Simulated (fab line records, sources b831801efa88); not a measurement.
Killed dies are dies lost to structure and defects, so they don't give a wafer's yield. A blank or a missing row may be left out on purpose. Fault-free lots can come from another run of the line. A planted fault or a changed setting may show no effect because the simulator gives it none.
A single fault, viewed from 2 desks :: flow sfq line :: numbers are kept per desk, each desk with only its own; the story behind them comes last

TOOL OWNER'S DESK, rie diel-02
The tool's own readings at SFQ_TRILAYER_I4_VIA_BARC_OPEN_VIA_ETCH_146 (etches BARC in O2, target depth 125 nm, time 41.7 s): means of the sampled wafers that have a number, for each lot that ran on this tool. Marked OUT: a lot whose mean sits more than 4 standard deviations from the usual mean, which makes it out of limits; the brackets give that distance.
Columns: A = drypump motor current A at SFQ_TRILAYER_I4_VIA_BARC_OPEN_VIA_ETCH_146, usual 5.7 A; B = oes product au at SFQ_TRILAYER_I4_VIA_BARC_OPEN_VIA_ETCH_146, usual 0.685 a.u.; C = rf fwd power W at SFQ_TRILAYER_I4_VIA_BARC_OPEN_VIA_ETCH_146, usual 494.8 W; D = run length s at SFQ_TRILAYER_I4_VIA_BARC_OPEN_VIA_ETCH_146, usual 70.1 s
lot: L957
first seen here: day 46 20:43
A: 5.6
B: 0.684
C: 495.8
D: 69.8

lot: L959
first seen here: day 46 23:07
A: 5.5
B: 0.687
C: 495.1
D: 70.1

lot: L961
first seen here: day 53 07:29
A: 5.6
B: 0.685
C: 492.3
D: 70.0

lot: L962
first seen here: day 53 16:15
A: 5.6
B: 0.685
C: 495.8
D: 70.2

lot: L965
first seen here: day 54 02:11
A: 5.5
B: 0.685
C: 495.4
D: 70.1

lot: L966
first seen here: day 54 10:52
A: 5.3
B: 0.687
C: 495.0
D: 70.1

lot: L975
first seen here: day 61 09:48
A: 5.6
B: 0.694
C: 490.1
D: 69.1

lot: L978
first seen here: day 62 06:58
A: 5.6
B: 0.692
C: 496.6
D: 68.9
Result from this desk: across the 8 lots, nothing is out of limits.

METROLOGY DESK
Lot by lot, what the gauges showed, no matter which tool ran the lot: averages of those sampled wafers that carry a number. Marked OUT: a lot whose mean sits more than 4 standard deviations from the usual mean, which makes it out of limits; the brackets give that distance.
Columns: A = I7_BOW at SFQ_I7_BOW_MEAS_946, usual 10 um
lot: L957
first seen here: day 70 03:15
A: 16

lot: L958
first seen here: day 71 07:50
A: -1

lot: L959
first seen here: day 74 19:14
A: 20

lot: L960
first seen here: day 75 01:15
A: 20

lot: L961
first seen here: day 77 03:52
A: 17

lot: L962
first seen here: day 77 09:53
A: 12

lot: L963
first seen here: day 77 10:10
A: 6

lot: L964
first seen here: day 77 15:52
A: 31

lot: L965
first seen here: day 77 16:10
A: 12

lot: L966
first seen here: day 77 18:52
A: 11

lot: L967
first seen here: day 77 19:08
A: -16

lot: L975
first seen here: day 79 11:26
A: 15

lot: L978
first seen here: day 79 18:30
A: 17

lot: L980
first seen here: day 80 00:31
A: -6
Result from this desk: across the 14 lots, nothing is out of limits.

ALL TOGETHER
The desk of the tool owner found nothing out of limits.
From the metrology desk's view, nothing was out of limits.

WHAT THE SIMULATOR HAD PUT IN
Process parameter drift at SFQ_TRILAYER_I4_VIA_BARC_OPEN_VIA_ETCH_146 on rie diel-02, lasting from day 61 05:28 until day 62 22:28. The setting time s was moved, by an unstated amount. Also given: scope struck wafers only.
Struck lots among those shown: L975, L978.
